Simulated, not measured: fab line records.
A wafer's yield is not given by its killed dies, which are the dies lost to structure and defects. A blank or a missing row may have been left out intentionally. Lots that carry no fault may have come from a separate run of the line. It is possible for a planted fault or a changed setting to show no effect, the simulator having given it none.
Which tool is to blame?    flow sfq_line    at 1 step of a route of 325, 14 lots with 42 wafers sampled

WHAT EACH GAUGE READ, for each wafer
The record lacks any reading of a measuring or inspecting step that a usual standard deviation could be used to judge.

TOOL THAT RAN EACH LOT (tool first, then ch and the chambers of the sampled wafers, then the start)
lot   SFQ_TRILAYER_JJ_TRILAYER_DEP_PRE_CLEAN_113
L851  pvd_sputter-04, day 39 20:32
L852  pvd_sputter-03, day 40 00:08
L854  pvd_sputter-03, day 40 10:44
L855  pvd_sputter-04, day 40 22:44
L857  pvd_sputter-04, day 41 11:01
L858  pvd_sputter-06, day 41 14:37
L866  pvd_sputter-04, day 44 15:29
L867  pvd_sputter-06, day 44 21:07
L868  pvd_sputter-06, day 45 04:19
L869  pvd_sputter-06, day 45 11:31
L870  pvd_sputter-06, day 45 22:55
L871  pvd_sputter-03, day 46 07:19
L872  pvd_sputter-04, day 46 13:28
L873  pvd_sputter-06, day 46 15:52
- SFQ_TRILAYER_JJ_TRILAYER_DEP_PRE_CLEAN_113: time 22.5 s.

AS READ BY THE TOOLS THEMSELVES (means over the sampled wafers that have a number; for cases with no such wafer, the mark the record gives instead)
SFQ_TRILAYER_JJ_TRILAYER_DEP_PRE_CLEAN_113.
lot   tool            bias_v (V)
L851  pvd_sputter-04  248.6
L852  pvd_sputter-03  249.3
L854  pvd_sputter-03  247.1
L855  pvd_sputter-04  252.5
L857  pvd_sputter-04  -
L858  pvd_sputter-06  -
L866  pvd_sputter-04  249.2
L867  pvd_sputter-06  250.1
L868  pvd_sputter-06  249.7
L869  pvd_sputter-06  251.1
L870  pvd_sputter-06  249.5
L871  pvd_sputter-03  248.1
L872  pvd_sputter-04  251.1
L873  pvd_sputter-06  248.5

THE ANSWER, worked out from the rows above alone
Rule: what is usual is taken from the lots themselves. Put in order of their means at a reading, lots are off if they are a third of the lots or fewer, leave a main group of 4 or more, and stand apart from it by a gap of 3 or more times the standard deviation of the main group's means; of several such gaps the widest counts. Not used: any main group whose means are identical at the precision the tables above print for the reading. A lot without any number at a reading at which 4 lots or more have one is off too. Any other lot the step has rows for is counted as sound. First the gauges in route order, then the tools' own readings, where a lot's mean is used as printed above. The first step at which some lot is off is used, and at that step the reading that is off furthest; a lot without a number counts as furthest.
Off, at SFQ_TRILAYER_JJ_TRILAYER_DEP_PRE_CLEAN_113 on bias_v: L857, L858. Without a number there: L857, L858. Mean 249.6 V and standard deviation 1.4 in the main group.
If a tool, at that step or one of the process steps before it, ran each lot that is off and ran no sound lot following the first of them, it fits. No candidate that was tried fits.

WHAT THE SIMULATOR HAD PUT IN
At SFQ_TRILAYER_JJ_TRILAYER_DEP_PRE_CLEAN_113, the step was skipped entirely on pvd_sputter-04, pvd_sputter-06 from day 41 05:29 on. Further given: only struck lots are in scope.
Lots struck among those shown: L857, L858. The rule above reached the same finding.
